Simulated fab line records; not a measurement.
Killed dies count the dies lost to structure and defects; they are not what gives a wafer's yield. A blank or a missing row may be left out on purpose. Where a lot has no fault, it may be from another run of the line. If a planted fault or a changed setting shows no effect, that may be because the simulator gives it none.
The tool behind it: which one? -- flow gf180mcu -- 12 lots with 36 wafers sampled at 5 steps, on a route of 602 steps

## WHAT THE GAUGES SHOWED, per wafer
GF_STI_THK_MEAS_24. Usual: STI_CVD_23_THK 652 nm, standard deviation 6.5.
lot,measured,on,STI_CVD_23_THK (nm),flag
L469,day 2 03:53,filmMetro-03,640 642 650,
L470,day 2 09:40,filmMetro-01,662 651 665,
L471,day 2 13:52,filmMetro-03,658 646 654,
L472,day 2 19:40,filmMetro-03,645 646 646,
L474,day 3 06:45,filmMetro-03,661 655 659,
L484,day 5 13:50,filmMetro-01,655 649 659,
L485,day 5 13:50,filmMetro-03,650 653 653,
L486,day 6 00:41,filmMetro-04,646 647 646,
L488,day 6 10:40,filmMetro-01,661 643 662,
L490,day 6 20:30,filmMetro-04,653 657 647,
L491,day 6 21:38,filmMetro-04,648 649 650,
L492,day 7 02:48,filmMetro-01,638 650 648,

GF_STI_THK_MEAS_30. Usual: STI_OXIDATION_02_THK 10.11 nm, standard deviation 0.18.
lot,measured,on,STI_OXIDATION_02_THK (nm),flag
L469,day 2 06:17,filmMetro-04,10.08 10.19 10.31,
L470,day 2 12:01,filmMetro-01,9.96 10.26 10.08,
L471,day 2 16:13,filmMetro-01,10.07 10.06 10.03,
L472,day 2 22:04,filmMetro-03,13.31 13.15 13.16,OFF
L474,day 3 09:08,filmMetro-03,13.37 13.55 13.50,OFF
L484,day 5 21:59,filmMetro-04,10.19 9.95 10.12,
L485,day 5 21:59,filmMetro-01,9.97 10.11 10.00,
L486,day 6 06:02,filmMetro-01,10.08 10.20 10.18,
L488,day 6 13:23,filmMetro-04,10.29 10.32 10.43,
L490,day 6 23:52,filmMetro-04,9.91 9.84 9.97,
L491,day 7 01:32,filmMetro-01,10.36 10.40 10.34,
L492,day 7 06:42,filmMetro-01,10.14 10.23 10.01,

GF_DNWELL_TW_MEAS_09. Usual: DNWELL_TW 1342, standard deviation 12.
lot,measured,on,DNWELL_TW,flag
L469,day 2 19:07,filmMetro-02,1339 1331 1332,
L470,day 3 00:31,filmMetro-02,1328 1324 1328,
L471,day 3 04:48,filmMetro-03,1337 1346 1343,
L472,day 3 10:51,filmMetro-04,1356 1363 1363,
L474,day 3 22:26,filmMetro-03,1350 1343 1341,
L484,day 6 12:03,filmMetro-04,1356 1356 1349,
L485,day 6 12:25,filmMetro-04,1353 1347 1353,
L486,day 6 21:32,filmMetro-02,1327 1329 1318,
L488,day 7 04:31,filmMetro-04,1347 1351 1349,
L490,day 7 15:36,filmMetro-02,1333 1329 1323,
L491,day 7 16:48,filmMetro-04,1344 1355 1353,
L492,day 7 21:51,filmMetro-02,1336 1334 1333,

## WHAT TOOL EACH LOT RAN ON (gives the tool, then ch and the chambers of the sampled wafers, and finally the start)
lot,GF_STI_CMP_25,GF_STI_OXIDATION_29
L469,"cmp-02 ch 1,2, day 2 03:59","furnace-02 ch 0, day 2 04:53"
L470,"cmp-01 ch 0,1,2, day 2 09:49","furnace-02 ch 0, day 2 10:36"
L471,"cmp-01 ch 1,2,3, day 2 13:55","furnace-01 ch 0, day 2 14:49"
L472,"cmp-01 ch 1,2,3, day 2 19:44","furnace-02 ch 0, day 2 20:40"
L474,"cmp-01 ch 1,2,3, day 3 06:56","furnace-02 ch 0, day 3 07:43"
L484,"cmp-02 ch 0,2,3, day 5 13:59","furnace-02 ch 0, day 5 20:35"
L485,"cmp-01 ch 2,3, day 5 13:53","furnace-02 ch 0, day 5 20:35"
L486,"cmp-01 ch 1,2,3, day 6 00:48","furnace-02 ch 0, day 6 04:38"
L488,"cmp-01 ch 0,1,2, day 6 10:43","furnace-02 ch 0, day 6 11:59"
L490,"cmp-01 ch 0,1,3, day 6 20:37","furnace-01 ch 0, day 6 22:28"
L491,"cmp-01 ch 0,1,2, day 6 21:41","furnace-02 ch 0, day 7 00:08"
L492,"cmp-02 ch 0,1,3, day 7 02:58","furnace-02 ch 0, day 7 05:18"
- GF_STI_CMP_25: polishes, stops on Si3N4, t overpolish 33 s, target thk 524.6 nm.
- GF_STI_OXIDATION_29: stabilise 600 s, purge 300 s, target thk 10 nm.

## AS READ BY THE TOOLS THEMSELVES (means over the sampled wafers that have a number; for cases with no such wafer, the mark the record gives instead)
GF_STI_CMP_25. Usual: headPressurePsi 3.999 psi, standard deviation 0.008; motorCurrentA 11.8 A, standard deviation 0.79; overpolishRunS 33.000 s, standard deviation 0.0092; slurryFilterDpKPa 13.51 kPa, standard deviation 0.15; timeToEndpointS 124 s, standard deviation 4.7.
lot,tool,headPressurePsi (psi),motorCurrentA (A),overpolishRunS (s),slurryFilterDpKPa (kPa),timeToEndpointS (s),flag
L469,cmp-02,4.008,11.3,33.007,13.51,121,
L470,cmp-01,4.003,12.0,32.999,13.52,127,
L471,cmp-01,4.005,12.2,33.001,13.58,122,
L472,cmp-01,3.994,12.4,33.010,13.51,123,
L474,cmp-01,4.000,12.7,32.996,13.48,126,
L484,cmp-02,3.997,11.3,33.000,13.56,132,
L485,cmp-01,3.999,13.1,32.997,13.48,123,
L486,cmp-01,4.003,12.5,33.004,13.55,125,
L488,cmp-01,4.002,12.0,32.999,13.46,121,
L490,cmp-01,4.002,11.5,32.991,13.56,120,
L491,cmp-01,4.002,12.1,33.000,13.60,118,
L492,cmp-02,3.995,10.7,33.003,13.56,126,

GF_STI_OXIDATION_29. Usual: spikeTcBottomC 919.2 C, standard deviation 1.2; spikeTcCentreC 901.1 C, standard deviation 1; spikeTcLowerC 898.4 C, standard deviation 1.4; spikeTcTopC 907.6 C, standard deviation 1.1; spikeTcUpperC 899.1 C, standard deviation 1; tubeCenterTempC 900 C, standard deviation 0.081; tube_center_temp_C_max 902.3, standard deviation 0.33; zonePowerBottomPct 26.7 %, standard deviation 0.45.
lot,tool,spikeTcBottomC (C),spikeTcCentreC (C),spikeTcLowerC (C),spikeTcTopC (C),spikeTcUpperC (C),tubeCenterTempC (C),tube_center_temp_C_max,zonePowerBottomPct (%),flag
L469,furnace-02,918.3,901.3,898.2,906.6,899.3,900,902.4,26.6,
L470,furnace-02,919.8,901.2,898.5,906.2,898.8,900,902.3,26.5,
L471,furnace-01,919.4,900.2,900.3,908.7,899.2,900,902.1,27.2,
L472,furnace-02,947.4,928.9,925.5,935.2,927.7,928,930.5,28.6,OFF
L474,furnace-02,946.7,928.4,926.4,935.3,926.9,928,930.3,28.3,OFF
L484,furnace-02,918.7,901.7,897.6,907.9,899.0,900,902.4,26.6,
L485,furnace-02,919.6,900.8,898.6,906.5,899.0,900,902.3,26.3,
L486,furnace-02,917.9,901.9,899.2,906.9,899.2,900,902.7,26.4,
L488,furnace-02,918.8,901.0,898.3,907.7,899.3,900,902.1,26.4,
L490,furnace-01,919.2,900.4,900.0,908.6,899.0,900,902.1,27.4,
L491,furnace-02,918.8,901.3,897.4,906.9,898.4,900,902.2,26.4,
L492,furnace-02,918.9,901.2,897.7,907.5,899.3,900,902.3,26.5,

## THE ANSWER, worked out from the rows above alone
Rule: a lot is off if the mean of its wafers that have a number lies more than 3 standard deviations from the usual mean. Also off: a lot with no number at a reading for which 4 or more lots have one. The other lots that the step has rows for count as sound. After the gauges, taken in route order, come the tools' own readings; for these a lot's mean is taken, as printed above. The first step at which some lot is off is used, and at that step the reading that is off furthest; a lot without a number counts as furthest.
Off: L472, L474, seen at GF_STI_THK_MEAS_30 (STI_OXIDATION_02_THK).
A tool fits if, at a process step before that reading, it ran every lot that is off, and no sound lot after the first of them. Not tried: the gauges at GF_STI_THK_MEAS_30; whatever is off there is also off at GF_STI_OXIDATION_29, on other tools, and gauge error can't account for it. None of those tried fits.

## WHAT THE SIMULATOR HAD PUT IN
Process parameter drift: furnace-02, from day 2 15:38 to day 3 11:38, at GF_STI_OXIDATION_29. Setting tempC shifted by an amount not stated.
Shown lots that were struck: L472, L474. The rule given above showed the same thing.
